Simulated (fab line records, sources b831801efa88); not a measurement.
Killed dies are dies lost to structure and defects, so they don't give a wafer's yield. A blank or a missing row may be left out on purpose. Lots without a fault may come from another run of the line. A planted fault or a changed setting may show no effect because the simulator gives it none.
fab line records | flow sky130
record lots=5 wafers=23
route steps=708 shown CAPM@539 VIA3@573 METAL4@598 CAP2M@610 VIA4@641
start_h: hours from the record's first day to the start of the lot's first wafer shown | wait_h: hours since the lot's step before | " the same as in the row above | L1.1+2: a row that stands for several wafers | - no value, or no start given | * or withheld: withheld | < > ~ a bound
route shown NAME@n: a module of which the file shows steps, and the number in the route of the first | usual: mean/standard deviation of fault-free wafers | same: alike in all rows | chamber/n: place in a boat | sites: the reading at each site | _std_site: their standard deviation | _edge_site: outer sites' mean less inner sites' | radius_mm: how far each site lies from the wafer's centre | mask NAME#n: copy n | behind: the tool/chamber that last shaped the wafer | hold: why the lot was held/for how many hours/how that ended | device: the transistor (n, p or np) that didn't switch | end of line: the same wafers' tests at the end of the route | a step without rows: its recipe alone | killed: dies lost to structure and defects at the first sort, not the wafer's yield | map: a wafer's dies, x killed, . not, _ none there
set.NAME: the setting as run; set.NAME@STEP: as run at that earlier step | model.NAME: the simulator's own value behind a step, which no gauge read
lots whose settings were changed on purpose; a table a step, a row a wafer
## steps
# step SKY_CAPM_SPUTTER_02
# recipe material=TiN target_thk_nm=200 temp_c=300 power_w=6500 time_s=166.7 chamber_pressure_pa=0.4
# columns lot.wafer tool chamber start_h wait_h set.time_s model.TiN_of_CAPM_SPUTTER_02.thk_nm
L076.2 pvd_sputter-04 - 884.15 0.0 156.9 186.7
L076.3 " - " " 166.7 199.2
L076.4 " - " " 166.7 195.2
L076.5 " - " " 156.9 188.5
L076.6 " - " " 166.7 201.4
L075.1 pvd_sputter-03 - 884.67 0.1 166.7 196.5
L075.2 " - " " 166.7 196.2
L075.3 " - " " 166.7 197.7
L075.5 " - " " 166.7 198.1
L075.6 " - " " 166.7 195.8
L079.3 pvd_sputter-01 - 888.74 0.0 166.7 197
L079.5 " - " " 166.7 197.9
L079.6 " - " " 166.7 196.5
L082.1 pvd_sputter-04 - 905.46 0.1 166.7 194.1
L082.2 " - " " 148.3 176.7
L082.3 " - " " 148.3 171.3
L082.4 " - " " 148.3 176.1
L082.5 " - " " 166.7 198.9
L084.1 pvd_sputter-01 - 910.88 0.1 148.6 177.9
L084.2 " - " " 166.7 202.6
L084.4 " - " " 166.7 203.3
L084.5 " - " " 148.6 177
L084.6 " - " " 166.7 202.4
# step SKY_CAPM_RS_MEAS_03
# recipe thk_meas_gauge=four-point-probe reads=TiN_of_CAPM_SPUTTER_02
# usual CAPM_TIN_RS=6.97/0.087
# columns lot.wafer tool chamber start_h wait_h set.time_s@CAPM_SPUTTER_02 CAPM_TIN_RS[ohm/sq]
L076.2 film_metro-01 - 884.28 0.1 156.9 7.41
L076.3 " - " " 166.7 6.94
L076.4 " - " " 166.7 7.10
L076.5 " - " " 156.9 7.33
L076.6 " - " " 166.7 6.86
L075.1 film_metro-01 - 884.78 0.1 166.7 7.03
L075.2 " - " " 166.7 7.04
L075.3 " - " " 166.7 7.00
L075.5 " - " " 166.7 6.97
L075.6 " - " " 166.7 7.07
L079.3 film_metro-02 - 888.89 0.1 166.7 7.02
L079.5 " - " " 166.7 6.98
L079.6 " - " " 166.7 7.04
L082.1 film_metro-01 - 905.57 0.1 166.7 7.12
L082.2 " - " " 148.3 7.83
L082.3 " - " " 148.3 8.11
L082.4 " - " " 148.3 7.88
L082.5 " - " " 166.7 6.96
L084.1 film_metro-04 - 910.99 0.1 148.6 7.79
L084.2 " - " " 166.7 6.82
L084.4 " - " " 166.7 6.79
L084.5 " - " " 148.6 7.84
L084.6 " - " " 166.7 6.82
# step SKY_CAPM_THK_MEAS_04
# recipe thk_meas_gauge=xrf reads=TiN_of_CAPM_SPUTTER_02
# usual CAPM_TIN_THK=205.2/2.8
# columns lot.wafer tool chamber start_h wait_h set.time_s@CAPM_SPUTTER_02 CAPM_TIN_THK[nm]
L076.2 film_metro-01 - 884.39 0.1 156.9 194.5
L076.3 " - " " 166.7 207.8
L076.4 " - " " 166.7 203.2
L076.5 " - " " 156.9 196.8
L076.6 " - " " 166.7 210.6
L075.1 film_metro-01 - 884.90 0.1 166.7 205.1
L075.2 " - " " 166.7 204.3
L075.3 " - " " 166.7 205.7
L075.5 " - " " 166.7 206.6
L075.6 " - " " 166.7 204.4
L079.3 film_metro-02 - 888.99 0.1 166.7 201.4
L079.5 " - " " 166.7 201.6
L079.6 " - " " 166.7 201.5
L082.1 film_metro-01 - 905.69 0.1 166.7 201.4
L082.2 " - " " 148.3 184.2
L082.3 " - " " 148.3 178.5
L082.4 " - " " 148.3 182.6
L082.5 " - " " 166.7 206.8
L084.1 film_metro-04 - 911.11 0.1 148.6 183.6
L084.2 " - " " 166.7 209.8
L084.4 " - " " 166.7 209.6
L084.5 " - " " 148.6 183.0
L084.6 " - " " 166.7 208.5
# step SKY_CAPM_DEVELOP_11
# recipe resist=NOVOLAK developer=TMAH develop_time_s=60 dev_temp_c=23
# columns lot.wafer tool chamber start_h wait_h set.develop_time_s
L076.2+4+5 litho_track-04 0 908.90 0.1 60
L076.3+6 " 0 " " 64.21
L075.1+3+5 litho_track-03 0 909.14 0.1 60
L075.2+6 " 0 " " 52.42
L079.3+5+6 litho_track-02 0 913.16 0.1 60
L082.1+4+5 litho_track-04 0 929.83 0.1 60
L082.2+3 " 0 " " 52.46
L084.1+2 litho_track-04 0 935.58 0.1 60
L084.4+5+6 " 0 " " 51.96
# step SKY_CAPM_METAL_ETCH_13
# recipe target_depth_nm=220 stop_on=SiO2 chemistry=Cl2/BCl3 target=TiN pressure_mtorr=10 icp_w=900 bias_w=48.5 Cl2_flow_sccm=60 bcl3_flow_sccm=30 time_s=62.9
# usual oes_product_au=0.935/0.0077
# columns lot.wafer tool chamber start_h wait_h set.time_s@CAPM_SPUTTER_02 set.develop_time_s@CAPM_DEVELOP_11 oes_product_au model.CAPM.cd_nm
L076.2 rie_metal-04 1 909.06 0.0 156.9 60 0.905 1001
L076.3 " 1 " " 166.7 64.21 0.936 996
L076.4 " 0 " " 166.7 60 0.919 1003
L076.5 " 0 " " 156.9 60 0.907 1003
L076.6 " 1 " " 166.7 64.21 0.942 995.7
L075.1 rie_metal-01 0 909.32 0.0 166.7 60 0.929 1002
L075.2 " 1 " " 166.7 52.42 0.935 1016
L075.3 " 1 " " 166.7 60 0.930 1002
L075.5 " 1 " " 166.7 60 0.934 1001
L075.6 " 0 " " 166.7 52.42 0.929 1013
L079.3 rie_metal-04 1 913.32 0.0 166.7 60 0.936 1002
L079.5 " 1 " " 166.7 60 0.927 998.5
L079.6 " 0 " " 166.7 60 0.928 1002
L082.1 rie_metal-01 0 930.01 0.0 166.7 60 0.918 1002
L082.2 " 1 " " 148.3 52.46 0.876 1015
L082.3 " 0 " " 148.3 52.46 0.865 1014
L082.4 " 1 " " 148.3 60 0.883 1001
L082.5 " 1 " " 166.7 60 0.942 1002
L084.1 rie_metal-03 1 935.76 0.0 148.6 60 0.877 1004
L084.2 " 1 " " 166.7 60 0.947 1003
L084.4 " 1 " " 166.7 51.96 0.949 1015
L084.5 " 1 " " 148.6 51.96 0.878 1016
L084.6 " 1 " " 166.7 51.96 0.949 1018
# step SKY_VIA3_HDPCVD_00
# recipe material=SiO2 target_thk_nm=1635 sigma_open_frac=0.3 time_s=272.5 temp_c=400 sih4_flow_sccm=60 pressure_mtorr=6
# columns lot.wafer tool chamber start_h wait_h set.time_s model.SiO2_of_VIA3_HDPCVD_00.thk_nm
L076.2 hdpcvd-01 2 936.10 0.0 272.5 1611
L076.3 " 1 " " 244.4 1441
L076.4 " 2 " " 244.4 1435
L076.5 " 0 " " 272.5 1626
L076.6 " 1 " " 272.5 1599
L075.1+3+6 hdpcvd-02 1,2,2 936.20 0.0 272.5 -
L075.2 " 0 " " 272.5 1612
L075.5 " 0 " " 272.5 1629
L079.3 hdpcvd-01 0 940.03 0.0 272.5 1673
L079.5 " 2 " " 272.5 1639
L079.6 " 1 " " 272.5 1645
L082.1 hdpcvd-01 0 955.61 0.0 283.4 1704
L082.2 " 1 " " 283.4 -
L082.3+5 " 2 " " 272.5 -
L082.4 " 0 " " 272.5 1650
L084.1+4+6 hdpcvd-01 1,0,1 961.82 0.0 272.5 -
L084.2 " 2 " " 272.5 1627
L084.5 " 2 " " 272.5 1651
# step SKY_VIA3_THK_MEAS_01
# recipe reads=SiO2_of_VIA3_HDPCVD_00
# usual VIA3_HDPCVD_THK=1636/17
# columns lot.wafer tool chamber start_h wait_h set.time_s@VIA3_HDPCVD_00 VIA3_HDPCVD_THK[nm]
L076.2 film_metro-04 - 936.28 0.1 272.5 1610
L076.3 " - " " 244.4 1440
L076.4 " - " " 244.4 1435
L076.5 " - " " 272.5 1627
L076.6 " - " " 272.5 1599
L075.1 film_metro-03 - 936.37 0.1 272.5 1625
L075.2 " - " " 272.5 1612
L075.3 " - " " 272.5 1622
L075.5 " - " " 272.5 1630
L075.6 " - " " 272.5 1621
L079.3 film_metro-04 - 940.22 0.1 272.5 1672
L079.5 " - " " 272.5 1641
L079.6 " - " " 272.5 1644
L082.1 film_metro-03 - 955.78 0.1 283.4 1704
L082.2 " - " " 283.4 1688
L082.3 " - " " 272.5 1627
L082.4 " - " " 272.5 1649
L082.5 " - " " 272.5 1648
L084.1 film_metro-02 - 961.98 0.1 272.5 1643
L084.2 " - " " 272.5 1626
L084.4 " - " " 272.5 1655
L084.5 " - " " 272.5 1651
L084.6 " - " " 272.5 1631
# step SKY_VIA3_SPUTTER_20
# recipe material=TiN target_thk_nm=20 chamber_pressure_pa=5 power_w=4000 time_s=80
# columns lot.wafer tool chamber start_h wait_h set.power_w model.TiN_of_VIA3_SPUTTER_20.thk_nm
L075.1 pvd_sputter-04 - 962.43 0.0 4000 19.63
L075.2 " - " " 3672 18.09
L075.3 " - " " 3672 18.38
L075.5 " - " " 3672 17.97
L075.6 " - " " 4000 19.74
L076.2 pvd_sputter-01 - 962.58 0.0 4000 19.97
L076.3 " - " " 4000 19.77
L076.4 " - " " 4000 19.57
L076.5 " - " " 4000 20.31
L076.6 " - " " 4000 20.03
L079.3 pvd_sputter-04 - 965.49 0.0 4000 19.85
L079.5 " - " " 4000 19.55
L079.6 " - " " 4000 19.67
L082.1 pvd_sputter-01 - 980.67 0.0 4000 20.17
L082.2 " - " " 4000 19.79
L082.3 " - " " 4000 19.64
L082.4 " - " " 4000 20.14
L082.5 " - " " 4000 19.6
L084.1 pvd_sputter-01 - 987.41 0.0 4127 21
L084.2 " - " " 4127 20.4
L084.4 " - " " 4000 20.04
L084.5 " - " " 4000 20.39
L084.6 " - " " 4127 20.81
# step SKY_METAL4_SPUTTER_00
# recipe material=Ti target_thk_nm=15 power_w=3000 time_s=10 chamber_pressure_pa=0.4
# columns lot.wafer tool chamber start_h wait_h set.time_s model.Ti_of_METAL4_SPUTTER_00.thk_nm
L075.1 pvd_sputter-02 - 963.51 0.2 9.243 14.17
L075.2 " - " " 10 14.9
L075.3 " - " " 9.243 13.95
L075.5 " - " " 10 15.36
L075.6 " - " " 9.243 13.7
L076.2 pvd_sputter-01 - 964.11 0.2 10.43 15.9
L076.3 " - " " 10 15.08
L076.4 " - " " 10 15.17
L076.5 " - " " 10 15.18
L076.6 " - " " 10.43 15.79
L079.3 pvd_sputter-03 - 966.51 0.2 10 14.77
L079.5 " - " " 10 14.69
L079.6 " - " " 10 14.21
L082.1 pvd_sputter-03 - 981.33 0.1 10 15.26
L082.2 " - " " 9.307 14.34
L082.3 " - " " 9.307 14.15
L082.4 " - " " 10 15.15
L082.5 " - " " 9.307 14.25
L084.1+6 pvd_sputter-02 - 988.07 0.2 9.391 13.99
L084.2 " - " " 10 14.68
L084.4 " - " " 9.391 14.27
L084.5 " - " " 10 15.02
# step SKY_CAP2M_COAT_07
# recipe resist=NOVOLAK spin_rpm=3000 resist_thk_nm=1140
# columns lot.wafer tool chamber start_h wait_h set.resist_thk_nm model.NOVOLAK_of_CAP2M_COAT_07.thk_nm
L075.1 litho_track-03 0 974.94 0.1 1140 1146
L075.2 " 0 " " 1140 1139
L075.3 " 0 " " 1140 1140
L075.5+6 " 0 " " 1140 1141
L076.2 litho_track-01 0 975.55 0.1 1140 1140
L076.3 " 0 " " 1166 1168
L076.4 " 0 " " 1166 1167
L076.5 " 0 " " 1140 1141
L076.6 " 0 " " 1166 1166
L079.3 litho_track-01 0 978.38 0.1 1140 1143
L079.5 " 0 " " 1140 1141
L079.6 " 0 " " 1140 1144
L082.1 litho_track-03 0 992.49 0.1 1099 1102
L082.2 " 0 " " 1140 1139
L082.3 " 0 " " 1099 1101
L082.4 " 0 " " 1140 1144
L082.5 " 0 " " 1099 1100
L084.1 litho_track-01 0 999.03 0.1 1122 1122
L084.2+6 " 0 " " 1140 1141
L084.4 " 0 " " 1122 1124
L084.5 " 0 " " 1122 1126
# step SKY_CAP2M_METAL_ETCH_13
# recipe target_depth_nm=220 stop_on=SiO2 chemistry=Cl2/BCl3 target=TiN pressure_mtorr=10 icp_w=900 bias_w=48.5 Cl2_flow_sccm=60 bcl3_flow_sccm=30 time_s=62.9
# columns lot.wafer tool chamber start_h wait_h set.pressure_mtorr set.resist_thk_nm@CAP2M_COAT_07 model.NOVOLAK_of_CAP2M_COAT_07.thk_nm
L075.1 rie_metal-03 0 987.32 0.0 11.05 1140 999.1
L075.2 " 1 " " 11.05 1140 987.8
L075.3 " 0 " " 11.05 1140 992.5
L075.5 " 0 " " 11.05 1140 994.2
L075.6 " 1 " " 11.05 1140 988.5
L076.2 rie_metal-02 0 987.82 0.0 9.186 1140 992.5
L076.3 " 0 " " 9.186 1166 1021
L076.4 " 1 " " 9.186 1166 1024
L076.5 " 1 " " 9.186 1140 995.6
L076.6 " 0 " " 9.186 1166 1017
L079.3 rie_metal-03 1 990.25 0.0 10 1140 993.8
L079.5 " 0 " " 10 1140 995.9
L079.6 " 1 " " 10 1140 994.9
L082.1 rie_metal-02 1 1004.77 0.0 9.135 1099 959.4
L082.2 " 0 " " 9.135 1140 996.2
L082.3 " 0 " " 9.135 1099 958.4
L082.4 " 1 " " 9.135 1140 1001
L082.5 " 1 " " 9.135 1099 957.5
L084.1 rie_metal-03 1 1011.47 0.0 9.001 1122 975
L084.2 " 0 " " 9.001 1140 1000
L084.4 " 1 " " 9.001 1122 977.6
L084.5 " 0 " " 9.001 1122 983
L084.6 " 1 " " 9.001 1140 994.9
# step SKY_CAP2M_STRIP_14
# recipe chemistry=O2/N2 power_w=1400 pressure_mtorr=1500 platen_temp_c=withheld o2_flow_sccm=3000 n2_flow_sccm=300 overash_fraction=0.5
# usual strip_time_to_endpoint_s=12.69/0.042
# columns lot.wafer tool chamber start_h wait_h set.resist_thk_nm@CAP2M_COAT_07 strip_time_to_endpoint_s
L075.1 plasma_asher-03 1 987.39 0.1 1140 12.72
L075.2 " 0 " " 1140 12.61
L075.3 " 0 " " 1140 12.64
L075.5 " 1 " " 1140 12.65
L075.6 " 0 " " 1140 12.59
L076.2 plasma_asher-03 0 987.90 0.1 1140 12.65
L076.3 " 1 " " 1166 12.90
L076.4 " 0 " " 1166 12.94
L076.5 " 1 " " 1140 12.68
L076.6 " 0 " " 1166 12.87
L079.3 plasma_asher-04 0 990.33 0.1 1140 12.67
L079.5 " 1 " " 1140 12.67
L079.6 " 0 " " 1140 12.66
L082.1 plasma_asher-03 1 1004.84 0.1 1099 12.26
L082.2 " 0 " " 1140 12.68
L082.3 " 0 " " 1099 12.26
L082.4 " 1 " " 1140 12.77
L082.5 " 1 " " 1099 12.23
L084.1 plasma_asher-01 1 1011.55 0.1 1122 12.45
L084.2 " 0 " " 1140 12.73
L084.4 " 0 " " 1122 12.48
L084.5 " 0 " " 1122 12.53
L084.6 " 1 " " 1140 12.67
# step SKY_METAL4_COAT_08
# recipe resist=KrF-thick spin_rpm=3000 resist_thk_nm=1140
# columns lot.wafer tool chamber start_h wait_h set.resist_thk_nm model.KrF-thick_of_METAL4_COAT_08.thk_nm
L075.1+3 litho_track-03 0 - - 1140 -
L075.2 " 0 " " 1094 1098
L075.5 " 0 " " 1140 1144
L075.6 " 0 " " 1094 -
L076.2+6 litho_track-04 0 - - 1140 1142
L076.3 " 0 " " 1166 1172
L076.4 " 0 " " 1140 1144
L076.5 " 0 " " 1166 1168
L079.3+5 litho_track-03 0 - - 1140 1140
L079.6 " 0 " " 1140 1138
L082.1 litho_track-04 0 - - 1086 1083
L082.2+5 " 0 " " 1140 -
L082.3 " 0 " " 1086 -
L082.4 " 0 " " 1086 1081
L084.1+4+6 litho_track-02 0 - - 1140 -
L084.2+5 " 0 " " 1140 1142
# step SKY_METAL4_METAL_ETCH_18
# recipe target_depth_a=8450 stop_on=SiO2 over_etch_frac=0.3 time_s=183.1 chemistry=Cl2/BCl3 resist_sidewall_deg=88 pressure_mtorr=10 icp_w=900 bias_w=48.5 Cl2_flow_sccm=60 bcl3_flow_sccm=30
# columns lot.wafer tool chamber start_h wait_h set.pressure_mtorr set.resist_thk_nm@METAL4_COAT_08 model.KrF-thick_of_METAL4_COAT_08.thk_nm
L075.1+3 rie_metal-02 0,1 1011.78 0.0 10.52 1140 -
L075.2 " 1 " " 10.52 1094 481.6
L075.5 " 0 " " 10.52 1140 532.5
L075.6 " 1 " " 10.52 1094 -
L076.2 rie_metal-01 1 1012.09 0.0 10.71 1140 520.7
L076.3 " 0 " " 10.71 1166 540.5
L076.4 " 1 " " 10.71 1140 519.1
L076.5 " 0 " " 10.71 1166 538.2
L076.6 " 1 " " 10.71 1140 515.4
L079.3 rie_metal-01 1 1014.10 0.1 10 1140 517.9
L079.5 " 1 " " 10 1140 513.3
L079.6 " 0 " " 10 1140 511.4
L082.1 rie_metal-03 0 1029.29 0.0 10.55 1086 474.9
L082.2+5 " 1,0 " " 10.55 1140 -
L082.3 " 1 " " 10.55 1086 -
L082.4 " 0 " " 10.55 1086 473
L084.1+4+6 rie_metal-03 0 1035.67 0.0 8.874 1140 -
L084.2 " 1 " " 8.874 1140 524.5
L084.5 " 1 " " 8.874 1140 526.7
# step SKY_METAL4_STRIP_19
# recipe chemistry=O2/N2 power_w=1400 pressure_mtorr=1500 platen_temp_c=withheld o2_flow_sccm=3000 n2_flow_sccm=300 overash_fraction=0.5
# usual oes_product_au=0.501/0.0066 strip_time_to_endpoint_s=6.50/0.1
# columns lot.wafer tool chamber start_h wait_h set.resist_thk_nm@METAL4_COAT_08 oes_product_au strip_time_to_endpoint_s
L075.1 plasma_asher-02 0 1011.96 0.1 1140 0.513 6.61
L075.2 " 1 " " 1094 0.483 6.09
L075.3 " 0 " " 1140 0.507 6.64
L075.5 " 0 " " 1140 0.509 6.61
L075.6 " 1 " " 1094 0.485 6.16
L076.2 plasma_asher-03 1 1012.27 0.1 1140 0.506 6.47
L076.3 " 0 " " 1166 0.504 6.68
L076.4 " 1 " " 1140 0.500 6.46
L076.5 " 1 " " 1166 0.509 6.65
L076.6 " 0 " " 1140 0.499 6.43
L079.3 plasma_asher-02 1 1014.25 0.1 1140 0.500 6.45
L079.5 " 1 " " 1140 0.498 6.39
L079.6 " 0 " " 1140 0.499 6.39
L082.1 plasma_asher-04 0 1029.47 0.1 1086 0.480 6.02
L082.2 " 1 " " 1140 0.496 6.34
L082.3 " 1 " " 1086 0.474 5.91
L082.4 " 0 " " 1086 0.478 5.99
L082.5 " 0 " " 1140 0.499 6.52
L084.1 plasma_asher-02 1 1035.84 0.1 1140 0.499 6.63
L084.2 " 0 " " 1140 0.500 6.49
L084.4 " 1 " " 1140 0.510 6.61
L084.5 " 1 " " 1140 0.509 6.53
L084.6 " 0 " " 1140 0.510 6.62
# step SKY_VIA4_CMP_02
# recipe material=SiO2 down_force_psi=4 platen_rpm=60 pad_velocity_m_s=0.94248
# columns lot.wafer tool chamber start_h wait_h set.leave_above_ref_nm
L075.2+3+1+5+6 cmp-02 1,2,0,1,2 1012.79 0.0 580
L076.3+6 cmp-01 2 1013.19 0.1 541.7
L076.2+4+5 " 3,0,1 " " 580
L079.3+6+5 cmp-01 2,1,2 1015.10 0.1 580
L082.3+1+2 cmp-01 1,2,3 1030.40 0.0 545.5
L082.4+5 " 0,1 " " 580
L084.1+4+2+6+5 cmp-01 1,2,3,1,2 1037.26 0.1 580
# step SKY_VIA4_ETCH_12
# recipe target=SiO2 chemistry=C4F8/O2/Ar stop_on=TiN mask_material=NOVOLAK source_w=1500 bias_w=1200 pressure_mtorr=40 c4f8_flow_sccm=withheld O2_flow_sccm=6 Ar_flow_sccm=300 time_s=withheld target_depth_a=5800
# usual oes_product_au=0.926/0.0054
# columns lot.wafer tool chamber start_h wait_h set.bias_w set.leave_above_ref_nm@VIA4_CMP_02 oes_product_au model.VIA4.feature_depth_nm
L075.1 rie_diel-01 1 1036.11 0.0 1200 580 0.924 579.6
L075.2 " 2 " " 1200 580 0.930 579.5
L075.3 " 3 " " 1085 580 0.931 580.5
L075.5 " 1 " " 1085 580 0.929 580.9
L075.6 " 0 " " 1085 580 0.931 580.5
L076.2 rie_diel-02 2 1036.60 0.0 1200 580 0.923 580
L076.3 " 3 " " 1066 541.7 0.885 542
L076.4 " 2 " " 1066 580 0.921 577.4
L076.5 " 3 " " 1200 580 0.927 579.8
L076.6 " 1 " " 1200 541.7 0.889 541.5
L079.3 rie_diel-02 3 1037.55 0.0 1200 580 0.934 580.2
L079.5 " 3 " " 1200 580 0.920 579.7
L079.6 " 1 " " 1200 580 0.929 580.6
L082.1 rie_diel-01 3 1051.65 0.0 1200 545.5 0.883 547.3
L082.2 " 0 " " 1200 545.5 0.896 546.5
L082.3 " 2 " " 1298 545.5 0.901 547.7
L082.4 " 1 " " 1298 580 0.926 580.4
L082.5 " 3 " " 1200 580 0.925 582
L084.1 rie_diel-01 2 1059.35 0.0 1080 580 0.918 580.5
L084.2 " 3 " " 1080 580 0.921 579
L084.4 " 1 " " 1200 580 0.924 580.5
L084.5 " 2 " " 1200 580 0.921 581.7
L084.6 " 3 " " 1200 580 0.937 583.1
## key
split step=SKY_CAPM_SPUTTER_02 setting=time_s stated=166.7 by=wafer
response step=SKY_CAPM_SPUTTER_02 reading=model.TiN_of_CAPM_SPUTTER_02.thk_nm change=+2.11 per=1% r=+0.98
response step=SKY_CAPM_RS_MEAS_03 reading=CAPM_TIN_RS change=-0.0847 per=1% r=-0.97
response step=SKY_CAPM_THK_MEAS_04 reading=CAPM_TIN_THK change=+2.17 per=1% r=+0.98
response step=SKY_CAPM_METAL_ETCH_13 reading=oes_product_au change=+0.00559 per=1% r=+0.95
split step=SKY_CAPM_DEVELOP_11 setting=develop_time_s stated=60 by=wafer
response step=SKY_CAPM_METAL_ETCH_13 reading=model.CAPM.cd_nm change=-1.01 per=1% r=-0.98
split step=SKY_VIA3_HDPCVD_00 setting=time_s stated=272.5 by=wafer
response step=SKY_VIA3_HDPCVD_00 reading=model.SiO2_of_VIA3_HDPCVD_00.thk_nm change=+16.7 per=1% r=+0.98
response step=SKY_VIA3_THK_MEAS_01 reading=VIA3_HDPCVD_THK change=+16.5 per=1% r=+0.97
split step=SKY_VIA3_SPUTTER_20 setting=power_w stated=4000 by=wafer
response step=SKY_VIA3_SPUTTER_20 reading=model.TiN_of_VIA3_SPUTTER_20.thk_nm change=+0.184 per=1% r=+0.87
split step=SKY_METAL4_SPUTTER_00 setting=time_s stated=10 by=wafer
response step=SKY_METAL4_SPUTTER_00 reading=model.Ti_of_METAL4_SPUTTER_00.thk_nm change=+0.145 per=1% r=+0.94
split step=SKY_CAP2M_COAT_07 setting=resist_thk_nm stated=1140 by=wafer
response step=SKY_CAP2M_COAT_07 reading=model.NOVOLAK_of_CAP2M_COAT_07.thk_nm change=+11.3 per=1% r=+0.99
response step=SKY_CAP2M_METAL_ETCH_13 reading=model.NOVOLAK_of_CAP2M_COAT_07.thk_nm change=+11.5 per=1% r=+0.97
response step=SKY_CAP2M_STRIP_14 reading=strip_time_to_endpoint_s change=* per=1% r=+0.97
split step=SKY_CAP2M_METAL_ETCH_13 setting=pressure_mtorr stated=10 by=lot
response none clear
split step=SKY_METAL4_COAT_08 setting=resist_thk_nm stated=1140 by=wafer
response step=SKY_METAL4_COAT_08 reading=model.KrF-thick_of_METAL4_COAT_08.thk_nm change=+11.7 per=1% r=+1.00
response step=SKY_METAL4_METAL_ETCH_18 reading=model.KrF-thick_of_METAL4_COAT_08.thk_nm change=+11.1 per=1% r=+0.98
response step=SKY_METAL4_STRIP_19 reading=oes_product_au change=+0.00471 per=1% r=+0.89
response step=SKY_METAL4_STRIP_19 reading=strip_time_to_endpoint_s change=* per=1% r=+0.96
split step=SKY_METAL4_METAL_ETCH_18 setting=pressure_mtorr stated=10 by=lot
response none clear
split step=SKY_VIA4_CMP_02 setting=leave_above_ref_nm stated=580 by=wafer
response step=SKY_VIA4_ETCH_12 reading=oes_product_au change=+0.00554 per=1% r=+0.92
response step=SKY_VIA4_ETCH_12 reading=model.VIA4.feature_depth_nm change=+5.68 per=1% r=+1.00
split step=SKY_VIA4_ETCH_12 setting=bias_w stated=1200 by=wafer
response none clear
